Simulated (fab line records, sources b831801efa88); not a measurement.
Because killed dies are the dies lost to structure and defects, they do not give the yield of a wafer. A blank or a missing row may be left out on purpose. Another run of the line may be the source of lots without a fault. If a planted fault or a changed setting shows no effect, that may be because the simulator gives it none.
Problem report in the 8D (eight disciplines) form, filled by code | flow gf180mcu | the parts of the form that need people (team, actions taken, sign-off) are left out

1. WHAT IS WRONG
Mean of rf-fwd-power-W at GF_POLY_GATE_ETCH_12: 294.7 W across 6 wafers in 2 lots; on wafers with no fault it is 494.6 W (standard deviation 1.9). That is -99 or more standard deviations from the usual mean.
The step: etches BARC in N2/H2.
First observed at day 12 10:37: wafer L985.1, on rie-diel-04. The record has a number at this step for 39 wafers belonging to 13 lots. Rule for "out" (also "out of limits"): further than 4 standard deviations from the usual mean. Any other wafer with a number is counted as sound.

2. WHAT IT IS; WHAT IT IS NOT
question                    | is                     | is not
which readings at this step | rf-fwd-power-W         | bias-w, throttle-valve-pct
which lots                  | L985, L986             | L976, L978, L980, L981, L983, L984, L993, L994, L997, L998, L999
which wafers of those lots  | all that have a number | -
read on which tools         | rie-diel-04            | rie-diel-01, rie-diel-02
when                        | from day 12 10:37      | up to then (18 sound wafers); but 15 sound wafers of L993, L994, L997, L998, L999 came after

3. SUSPECTS, AND WHAT RULES EACH OUT
Counting: a tool at any process step up to the reading remains a suspect when it ran all the lots that are out and ran no sound lot after the first of those.
- rie-diel-04 at GF_POLY_GATE_ETCH_12 (etches BARC in N2/H2): ruled out as a lasting fault. After its first lot that is out, L985 (day 12 10:37), sound lots L997, L998 ran on it.
Left after counting: nothing in the record.

4. THE CAUSE (what the simulator had put in)
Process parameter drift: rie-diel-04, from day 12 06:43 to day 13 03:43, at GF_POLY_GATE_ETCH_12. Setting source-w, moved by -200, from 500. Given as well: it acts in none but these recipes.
Counting ruled it out, wrongly.

5. THE CHAIN OF EFFECTS, in route order
Each row: a reading whose mean over the struck wafers that have a number lies more than 3 standard deviations from the usual. Scope: only readings with a usual standard deviation given in the record; hours: median across lots of the time from each lot's start at the first step in this table that gives one to its start at this step; sigmas: change in usual standard deviations.
hours | step                 | reading        | usual   | on struck wafers | change | sigmas
0     | GF_POLY_GATE_ETCH_12 | rf-fwd-power-W | 494.6 W | 294.7            | -199.9 | -99 or more
Here are the process steps it includes:
- GF_POLY_GATE_ETCH_12: etches BARC in N2/H2.
Later measuring or inspecting steps at which every struck wafer that the step has a row for has a number for every such reading, and none has moved that far: GF_HV_LDD_TW_MEAS_50.

6. HOW IT WOULD HAVE BEEN CAUGHT EARLIER
The fault began at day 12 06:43; the first out-of-limits reading in this record came at day 12 10:37, 4 hours later.
